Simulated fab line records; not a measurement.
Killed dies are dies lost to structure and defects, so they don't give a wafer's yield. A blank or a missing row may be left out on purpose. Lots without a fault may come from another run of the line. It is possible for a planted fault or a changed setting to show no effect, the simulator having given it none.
Struck lot and sound lot, side by side	flow sfq_line	17 out of 325 route steps
Sound: wafers L140.1, L140.4, L140.5. Wafers struck: L137.2, L137.5, L137.6. The cause is given at the end.
Each step with rows lists, per side, the tool, then ch with its chambers, then its first start. Under that, the readings that differ: sound wafers	struck wafers	difference of the means	sigmas: that difference in standard deviations of wafers without a fault.
alike: readings with means less than 2 such deviations apart, plus words and numbers identical on both sides. not compared: withheld readings, readings lacking a value on some wafer, bounds such as >300 that could conceal the same value, and numbers that have no deviation in the record and whose values overlap.
The two part at a step that has a row with sigmas, a row that says differs or no value, or rows on one side only. Numbers that don't overlap but have no deviation are shown without sigmas and don't part them. Lack of a reading on every wafer of one side parts them only where that side has two or more wafers.

SFQ_TRILAYER_C5_BARC_OPEN_VIA_ETCH_210: etches BARC in O2, target depth 125 nm, time 41.7 s.
  sound on rie_diel-01 ch 0,3, day 73 00:05; struck on rie_diel-02 ch 1,2, day 69 11:20
  alike: drypump_motor_current_A, oes_product_au
  not compared: rf_hours_counter_h
SFQ_TRILAYER_C5_ETCH_VIA_ETCH_154: etches SiO2 in CHF3, stops on Nb, target depth 84 nm.
  sound on rie_diel-01 ch 0,3, day 73 00:07; struck on rie_diel-02 ch 1,2, day 69 11:23
  alike: drypump_motor_current_A, oes_product_au
SFQ_TRILAYER_C5_STRIP_STRIP_155: strips in O2.
  sound on rie_metal-03 ch 1, day 73 00:10; struck on rie_metal-02 ch 0,1, day 69 11:25
  alike: drypump_motor_current_A, oes_product_au
  not compared: rf_hours_counter_h
then, 2 steps without rows for these wafers: SFQ_TRILAYER_C5_STRIP_SOLV_CLEAN_156 (cleans in NMP, time 600 s); SFQ_TRILAYER_M6_DEP_PRE_CLEAN_158 (time 22.5 s).
SFQ_TRILAYER_M6_DEP_SPUTTER_157: material Nb, target thk 200 nm, time 133.3 s.
  sound on pvd_sputter-04 at day 73 01:08; struck on pvd_sputter-05 at day 69 12:14
  alike: throttle_valve_pct
SFQ_M6_RS_MEAS_938: uses a four-point probe to measure.
  sound on film_metro-01 at day 73 01:14; struck on film_metro-03 at day 69 12:20
  alike: M6_NB_RS
then, 4 steps without rows for these wafers: SFQ_TRILAYER_M6_LITHO_COAT_164 (resist thk 62 nm); SFQ_TRILAYER_M6_LITHO_COAT_159 (resist thk 600 nm); SFQ_TRILAYER_M6_LITHO_SOFTBAKE_163; SFQ_TRILAYER_M6_LITHO_EXPOSE_160 (exposes mask M6, target cd 500 nm).
-- the record jumps here: 4 days lie between the struck wafers' starts before and after --
SFQ_TRILAYER_M6_LITHO_PEB_162: peb time 60 s.
  sound on litho_track-03 ch 0, day 74 23:32; struck on litho_track-01 ch 0, day 73 07:54
reading	sound	struck	difference	sigmas
heater_power_total_W (W)	79.17 79.01 79.22	80.95 80.86 80.84	+1.75	+26
plate_temp_C (C)	114.89 114.81 114.77	117.15 117.19 117.14	+2.34	+17
then, 1 step without rows for these wafers: SFQ_TRILAYER_M6_LITHO_DEVELOP_161 (time 60 s).
SFQ_M6_OVL_MEAS_940:
  sound on overlay-02 at day 74 23:50; struck on overlay-02 at day 73 08:11
  alike: M6_OVL
SFQ_TRILAYER_M6_BARC_OPEN_METAL_ETCH_206: etches BARC in O2, target depth 125 nm, time 41.7 s.
  sound on rie_metal-01 ch 0,1, day 74 23:53; struck on rie_metal-03 ch 0,1, day 73 08:13
reading	sound	struck	difference	sigmas
model.M6.cd_nm (nm)	503.3 504.6 504.4	465.8 465.5 468.1	-37.6	
  alike: drypump_motor_current_A, oes_product_au
  not compared: rf_hours_counter_h
SFQ_TRILAYER_M6_ETCH_METAL_ETCH_162: etches Nb in Cl2/Ar, stops on SiO2, target depth 240 nm, time 120 s.
  sound on rie_metal-01 ch 0,1, day 74 23:56; struck on rie_metal-03 ch 0,1, day 73 08:16
reading	sound	struck	difference	sigmas
model.M6.cd_nm (nm)	501.6 505.6 503	466.4 463.1 469.6	-37.0	
  alike: drypump_motor_current_A, oes_product_au
  not compared: rf_hours_counter_h
SFQ_TRILAYER_M6_STRIP_STRIP_163: strips in O2.
  sound on rie_metal-01 ch 0,1, day 75 00:04; struck on rie_metal-03 ch 0,1, day 73 08:23
reading	sound	struck	difference	sigmas
oes_product_au (a.u.)	0.988 0.978 1.010	1.012 1.004 1.022	+0.021	+2
  alike: drypump_motor_current_A
  not compared: rf_hours_counter_h

## WHERE THEY PART
Earliest at SFQ_TRILAYER_M6_LITHO_PEB_162; latest, in this record, at SFQ_TRILAYER_M6_STRIP_STRIP_163.

WHY: what the simulator had put in
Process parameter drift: litho_track-01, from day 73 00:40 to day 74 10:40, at SFQ_TRILAYER_M6_LITHO_PEB_162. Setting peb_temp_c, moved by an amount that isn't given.
